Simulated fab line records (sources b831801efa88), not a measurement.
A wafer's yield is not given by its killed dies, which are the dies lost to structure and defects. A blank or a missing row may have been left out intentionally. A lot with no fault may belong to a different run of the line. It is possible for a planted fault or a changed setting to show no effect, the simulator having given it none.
A struck lot beside a sound one    flow sky130    17 out of 708 route steps
Sound: wafers L340.3, L340.4, L340.6. Struck: wafer L348.5 (L348.1, L348.4, from the same lot, were not struck and are left out); the cause is given at the end.
Order at every step that has rows: each side's tool, ch and its chambers, its first start. Under that, the readings that differ: sound wafers    struck wafers    difference of the means    sigmas: that difference in standard deviations of wafers without a fault.
alike: same words and numbers on both sides, and readings whose means sit less than 2 such deviations apart. not compared: any withheld reading, any reading some wafer has no value for, any bound like >300 that may hide the same value, and any number with overlapping values for which the record gives no deviation.
A row with sigmas, a row that says differs or no value, or rows on one side alone: a step with any of these is where the two part. When numbers do not overlap yet have no deviation, they are printed without sigmas and do not part them. A reading missing from all wafers of one side parts the sides only when that side holds two or more wafers.

SKY_METAL2_THK_MEAS_06: measures by xrf.
  struck on film_metro-01, day 39 11:28; sound on film_metro-01, day 36 21:53
reading               sound        struck  difference  sigmas
METAL2_ALCU_THK (nm)  250 250 249  240     -10         -3
then, 8 steps without rows for these wafers: SKY_METAL2_DEHYDRATE_07 (time 60 s); SKY_METAL2_HMDS_08 (prime time 60 s); SKY_METAL2_COAT_09 (resist thk 60 nm); SKY_METAL2_COAT_10 (resist thk 450 nm); SKY_METAL2_SOFTBAKE_11 (time 90 s); SKY_METAL2_EXPOSE_12 (exposes mask MM2, target cd 140 nm); SKY_METAL2_PEB_13; SKY_METAL2_DEVELOP_14 (develop time 60 s).
SKY_METAL2_CD_MEAS_15 targets a cd of 140 nm.
  struck on cd_sem-01, day 40 11:57; sound on cd_sem-02, day 37 23:45
  alike: cd_nm
SKY_METAL2_OVL_MEAS_16:
  struck on overlay-01, day 40 12:04; sound on overlay-02, day 37 23:50
  alike: METAL2_OVL
SKY_METAL2_DESCUM_17: chemistry O2, time 8 s.
  sound on rie_metal-01 ch 0,1, day 37 23:53; struck on rie_metal-01 ch 0, day 40 12:07
  alike: drypump_motor_current_A, oes_product_au
  not compared: rf_hours_counter_h
SKY_METAL2_ETCH_18: etches BARC in N2/H2, stops on SiO2, time 45.9 s, target depth 60 nm.
  sound on rie_metal-01 ch 0,1, day 37 23:55; struck on rie_metal-01 ch 0, day 40 12:08
reading                                        sound              struck  difference  sigmas
model.KrF-thick_of_METAL2_COAT_10.thk_nm (nm)  392.1 392 390.9    367.8   -23.9       
model.METAL2.cd_nm (nm)                        139.3 135.4 139.2  133.8   -4.2        
  alike: drypump_motor_current_A, oes_product_au, throttle_valve_pct
  not compared: rf_hours_counter_h
SKY_METAL2_METAL_ETCH_19: etches the open film in Cl2/BCl3, stops on SiO2, target depth 360 nm, time 78 s.
  sound on rie_metal-01 ch 0,1, day 37 23:59; struck on rie_metal-01 ch 0, day 40 12:12
reading                                        sound              struck  difference  sigmas
model.KrF-thick_of_METAL2_COAT_10.thk_nm (nm)  153.6 156.4 153.7  132.7   -21.9       
model.METAL2.cd_nm (nm)                        141.1 138.3 141.3  135.4   -4.8        
  alike: drypump_motor_current_A, oes_product_au, throttle_valve_pct
  not compared: rf_hours_counter_h
SKY_METAL2_STRIP_20: strips in O2/N2.
  sound on plasma_asher-01 ch 0,1, day 38 00:05; struck on plasma_asher-03 ch 0, day 40 12:17
reading                       sound           struck  difference  sigmas
strip_time_to_endpoint_s (s)  2.64 2.65 2.66  2.40    -0.25       -8
  alike: drypump_motor_current_A, oes_product_au
  not compared: rf_hours_counter_h
then, 1 step without rows for these wafers: SKY_METAL2_STRIP_21 (strips in post etch residue remover, time 1200 s).
-- the record jumps here: 10 days lie between the struck wafers' starts before and after (it left off in module METAL2 and takes up again in module PAD_OPEN, whose first step shown is number 708 of the route) --
SKY_PAD_OPEN_PROBE_99:
  struck on prober-01, day 50 00:40; sound on prober-01, day 48 01:46
reading                         sound                 struck  difference  sigmas
defect_limited_yield (%)        84.8 82.3 86.8        77.4    -7.2        -4
killed_at_M0_to_M3              49 44 31              64      +23         +3
killed_at_front_end             8 12 15               23      +11         +3
killed_dies                     75 87 65              111     +35         +4
killed_open                     36 45 36              62      +23         +3
killed_short                    38 39 29              48      +13         +2
sort_bin_5_function (%)         8.9 10.0 7.1          15.0    +6.3        +4
sort_n_pass                     417 405 427           381     -35         -4
sort_yield_pct (%)              84.8 82.3 86.8        77.4    -7.2        -4
model.etest.met2.width_nm (nm)  139.7 137.3 140.9     132.7   -6.6        
model.etest.met2.line_ohm_um    0.9176 0.9356 0.9228  0.9822  +0.0569     
  alike: killed_at_M4_up, killed_at_contacts, killed_at_other, sort_bin_3_pad_short, sort_bin_6_memory

## WHERE THEY PART
At SKY_METAL2_THK_MEAS_06 first; at SKY_PAD_OPEN_PROBE_99 last (within this record only).

WHY: the cause the simulator had injected
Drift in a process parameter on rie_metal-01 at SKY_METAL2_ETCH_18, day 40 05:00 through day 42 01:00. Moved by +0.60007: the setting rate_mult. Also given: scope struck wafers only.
